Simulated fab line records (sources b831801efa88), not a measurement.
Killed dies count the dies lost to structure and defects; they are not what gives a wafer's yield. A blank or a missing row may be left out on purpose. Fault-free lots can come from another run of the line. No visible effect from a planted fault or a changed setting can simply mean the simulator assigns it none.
Chamber matching -- flow sky130 -- SKY_FIELD_ISO_ETCH_15 on rieDiel-04: 4 sister chambers
The step etches the open film in CHF3/O2, stops on Si, target depth 180 nm, time 72 s. 18 wafers are shown with their chamber, then 9 later ones without.

## WAFERS PAIRED WITH THEIR CHAMBERS
wafer,chamber,throttleValvePct (%),chamberPressureMTorr (mTorr),oesProductAu (a.u.)
L076.2,0,8.856,39.98,0.932
L076.3,2,8.835,40.06,0.945
L076.6,2,8.850,40.02,0.948
L077.3,2,8.847,39.94,0.942
L077.4,2,8.835,39.92,0.946
L077.5,0,8.834,40.02,0.941
L079.2,3,8.843,40.05,0.946
L079.4,3,8.846,39.96,0.940
L079.6,0,8.858,39.95,0.952
L081.1,1,8.839,39.97,0.950
L081.5,3,8.852,40.00,0.953
L081.6,2,8.838,39.96,0.953
L083.3,0,8.845,40.03,0.938
L083.4,1,8.832,39.93,0.942
L083.5,3,8.840,40.02,0.943
L085.1,2,8.847,39.98,0.947
L085.5,0,8.843,40.00,0.940
L085.6,3,8.855,39.98,0.946

SIGNATURES (means of the wafers above)
reading,chamber 0,chamber 1,chamber 2,chamber 3,scatter within a chamber
throttleValvePct,8.84720,8.83550,8.84200,8.84720,0.00755
chamberPressureMTorr,39.9960,39.9500,39.9800,40.0020,0.0409
oesProductAu,0.94060,0.94600,0.94683,0.94560,0.00537
Rule: for each reading, subtract the chamber's mean from the wafer's reading, divide by that reading's scatter and square the result; add these up over the readings and take the root, which gives the wafer's distance from the chamber. If the next closest chamber is less than 2 further off than the closest, the wafer can't be placed; otherwise it belongs to the closest. How the scatter is found: for the shown wafers, subtract from each reading the mean of its chamber, square and add these, divide the total by (wafers less chambers), then take the root.

## WAFERS MISSING THEIR CHAMBER
wafer,throttleValvePct (%),chamberPressureMTorr (mTorr),oesProductAu (a.u.)
L088.1,8.840,39.97,0.965
L088.3,8.859,39.97,0.958
L088.4,8.830,39.99,0.962
L094.1,8.848,40.00,0.948
L094.2,8.839,40.00,0.946
L094.6,8.848,39.99,0.957
L095.1,8.844,39.97,0.949
L095.3,8.851,39.98,0.955
L095.6,8.848,40.00,0.950

## WHICH CHAMBER EACH WENT THROUGH
wafer,from the rows above,in truth
L088.1,can't be placed: 2 or 1 or 3 or 0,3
L088.3,can't be placed: 3 or 2 or 0 or 1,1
L088.4,can't be placed: 1 or 2 or 3 or 0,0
L094.1,can't be placed: 3 or 2 or 0 or 1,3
L094.2,can't be placed: 2 or 3 or 1 or 0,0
L094.6,can't be placed: 2 or 3 or 1 or 0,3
L095.1,can't be placed: 2 or 3 or 1 or 0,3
L095.3,can't be placed: 3 or 2 or 1 or 0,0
L095.6,can't be placed: 3 or 2 or 0 or 1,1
Correctly placed: 0 of 9. From these rows, 9 cannot be placed; in 9 the true chamber is one of the candidates. Wrongly placed: 0.
